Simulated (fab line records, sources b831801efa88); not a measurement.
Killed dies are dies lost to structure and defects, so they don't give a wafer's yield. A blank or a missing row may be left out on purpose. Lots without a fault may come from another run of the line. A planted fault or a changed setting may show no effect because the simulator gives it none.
A struck lot beside a sound one | flow sfq_line | 14 steps out of a route of 325
Sound: wafers L153.1, L153.5, L153.6. Struck: wafers L150.3, L150.5, L150.6. The cause comes at the end.
At each step with rows: each side's tool, then ch and its chambers, then its first start. Under that, the readings that differ: sound wafers | struck wafers | difference of the means | sigmas: that difference in standard deviations of wafers without a fault.
alike: readings whose means differ by less than 2 such deviations, and words and numbers that are the same on both sides. not compared: withheld readings, readings that some wafer has no value for, bounds like >300 that may hide the same value, and numbers for which the record gives no deviation and whose values overlap.
The two part at a step that has a row with sigmas, a row that says differs or no value, or rows on one side only. Numbers that don't overlap but have no deviation are shown without sigmas and don't part them. A reading that every wafer of one side lacks parts them only if that side has two wafers or more.

SFQ_TRILAYER_M4_ETCH_METAL_ETCH_096: etches Nb in Cl2/Ar, stops on SiO2, target depth 240 nm, time 120 s.
  sound on rie_metal-03 ch 0,1, day 61 18:46; struck on rie_metal-03 ch 0,1, day 58 10:41
  alike: drypump_motor_current_A, oes_product_au
  not compared: rf_hours_counter_h
SFQ_TRILAYER_M4_STRIP_STRIP_097: strips in O2.
  sound on rie_metal-03 ch 0,1, day 61 18:53; struck on rie_metal-03 ch 0,1, day 58 10:58
  alike: drypump_motor_current_A, oes_product_au
  not compared: rf_hours_counter_h
then, 1 step without rows for these wafers: SFQ_TRILAYER_M4_STRIP_SOLV_CLEAN_098 (cleans in NMP, time 600 s).
SFQ_TRILAYER_I4_DEP_PECVD_099: deposits SiO2 from SiH4/N2O, time 111.11 s, target thk 500 nm.
  sound on pecvd-01 ch 0,2, day 61 19:40; struck on pecvd-01 ch 0,1, day 58 11:32
  alike: heater_power_outer_w, heater_power_w, throttle_valve_pct
SFQ_TRILAYER_I4_CMP_CMP_100: polishes SiO2.
  sound on cmp-01 ch 0,2,3, day 61 21:56; struck on cmp-02 ch 1,2,3, day 58 12:37
  alike: motor_current_A, time_to_endpoint_s
SFQ_I4_BOW_MEAS_927:
  sound on film_metro-03, day 61 23:56; struck on film_metro-03, day 58 14:40
  alike: I4_BOW
SFQ_TRILAYER_I4_METRO_MEASURE_101:
  sound on film_metro-03, day 62 00:04; struck on film_metro-03, day 58 15:08
  alike: thk_nm
then, 5 steps without rows for these wafers: SFQ_TRILAYER_I4_VIA_LITHO_COAT_108 (resist thk 62 nm); SFQ_TRILAYER_I4_VIA_LITHO_COAT_103 (resist thk 650 nm); SFQ_TRILAYER_I4_VIA_LITHO_SOFTBAKE_107; SFQ_TRILAYER_I4_VIA_LITHO_EXPOSE_104 (exposes mask I4, target cd 700 nm); SFQ_TRILAYER_I4_VIA_LITHO_PEB_106 (peb time 60 s).
-- the record jumps here: 6 days lie between the struck wafers' starts before and after --
SFQ_TRILAYER_I4_VIA_LITHO_DEVELOP_105: time 60 s.
  sound on litho_track-03 ch 0, day 66 16:02; struck on litho_track-01, day 64 03:38
  no value came back on the struck wafers for chill_plate_temp_C (C), exhaust_pa (Pa); on the sound wafers chill_plate_temp_C (C) reads 22.96 23.00 23.06
  reading                                                 | sound             | struck            | difference | sigmas
  model.KrF_of_TRILAYER_I4_VIA_LITHO_COAT_103.thk_nm (nm) | 626.1 624.8 625.4 | 649.4 649.3 651.1 | +24.5      |
SFQ_I4_OVL_MEAS_928:
  sound on overlay-02, day 66 16:11; struck on overlay-02, day 64 03:45
  reading     | sound    | struck | difference                    | sigmas
  I4_OVL (nm) | -3 -4 -6 | - - -  | no value on the struck wafers |

WHERE THEY PART
First at SFQ_TRILAYER_I4_VIA_LITHO_DEVELOP_105; last, within this record, at SFQ_I4_OVL_MEAS_928.

WHY: what the simulator had put in
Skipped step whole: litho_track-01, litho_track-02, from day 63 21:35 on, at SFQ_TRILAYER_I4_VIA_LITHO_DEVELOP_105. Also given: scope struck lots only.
